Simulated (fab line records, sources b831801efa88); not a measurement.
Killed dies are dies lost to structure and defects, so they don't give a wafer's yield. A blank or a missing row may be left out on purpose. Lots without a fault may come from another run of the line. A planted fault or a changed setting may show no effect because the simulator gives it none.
One fault seen from 2 desks | flow sky130 | each desk has only its own numbers; what lay behind them comes last

THE TOOL OWNER'S DESK: rtp_anneal-01
The tool's own readings at SKY_SD_N_RTA_14 (time 2 s): means of the sampled wafers that have a number, for each lot that ran on this tool. A lot is out of limits, marked OUT, if its mean lies more than 4 standard deviations from the usual mean; the brackets give that distance.
Columns: A = lamp_power_pct at SKY_SD_N_RTA_14, usual 15.74 %; B = wafer_temp_C_max at SKY_SD_N_RTA_14, usual 1078.1
lot  | first seen here | A               | B
L856 | day 28 08:42    | 15.73           | 1078.1
L860 | day 29 19:34    | 15.73           | 1077.2
L862 | day 30 13:22    | 15.73           | 1078.0
L864 | day 30 22:24    | 15.74           | 1079.4
L870 | day 33 03:25    | 14.95 (-15) OUT | 1078.5
L872 | day 33 16:30    | 14.91 (-16) OUT | 1078.6
This desk's finding: out of limits on L870, L872; first on L870, day 33 03:25 (lamp_power_pct at SKY_SD_N_RTA_14). In limits: L856, L860, L862, L864.

THE METROLOGY DESK
What the gauges read, lot by lot, whatever tool the lot ran on: means of the sampled wafers that have a number. A lot is out of limits, marked OUT, if its mean lies more than 4 standard deviations from the usual mean; the brackets give that distance.
Columns: A = LDD_LDN_OVL at SKY_LDD_LDN_OVL_MEAS_07, usual 1.0 nm; B = LDD_LDN_TW at SKY_LDD_LDN_TW_MEAS_13, usual 1485; C = SD_N_RS at SKY_SD_N_RS_MEAS_16, usual 68.55 ohm/sq; D = SD_P_RS at SKY_SD_N_RS_MEAS_17, usual 147.1 ohm/sq
lot  | first seen here | A    | B    | C               | D
L855 | day 22 19:14    | 2.3  | 1483 | 68.49           | 146.7
L856 | day 23 09:08    | -1.1 | 1478 | 68.62           | 146.9
L860 | day 24 20:53    | 1.2  | 1484 | 68.52           | 147.2
L861 | day 25 06:43    | 2.0  | 1469 | 68.59           | 146.9
L862 | day 25 15:30    | 0.0  | 1502 | 68.65           | 147.4
L863 | day 25 19:17    | -0.1 | 1475 | 68.57           | 147.1
L864 | day 26 01:23    | 1.9  | 1481 | 68.62           | 147.2
L869 | day 28 02:11    | -0.4 | 1511 | 68.53           | 147.1
L870 | day 28 07:35    | 2.8  | 1505 | 72.38 (+35) OUT | 168.5 (+65) OUT
L871 | day 28 19:26    | 0.9  | 1481 | 68.59           | 147.2
L872 | day 28 20:32    | -0.1 | 1476 | 72.26 (+34) OUT | 168.2 (+64) OUT
L877 | day 30 14:44    | 1.0  | 1484 | 68.57           | 147.1
This desk's finding: out of limits on L870, L872; first on L870, day 33 03:36 (SD_N_RS at SKY_SD_N_RS_MEAS_16). In limits: L855, L856, L860, L861, L862, L863, L864, L869, L871, L877.

PUT TOGETHER
The tool owner's desk could have raised an alarm at day 33 03:25, on L870, L872.
The metrology desk could have raised an alarm at day 33 03:36, on L870, L872.
Of the lots named, all ran SKY_SD_N_RTA_14 on rtp_anneal-01.

WHAT THE SIMULATOR HAD PUT IN
Process parameter drift: rtp_anneal-01, from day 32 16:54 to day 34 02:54, at SKY_SD_N_RTA_14. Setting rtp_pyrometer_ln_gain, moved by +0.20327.
Lots struck among those shown: L870, L872.
Hours from the fault's start to each desk's first reading out of limits: the tool owner's desk, 11; the metrology desk, 11.
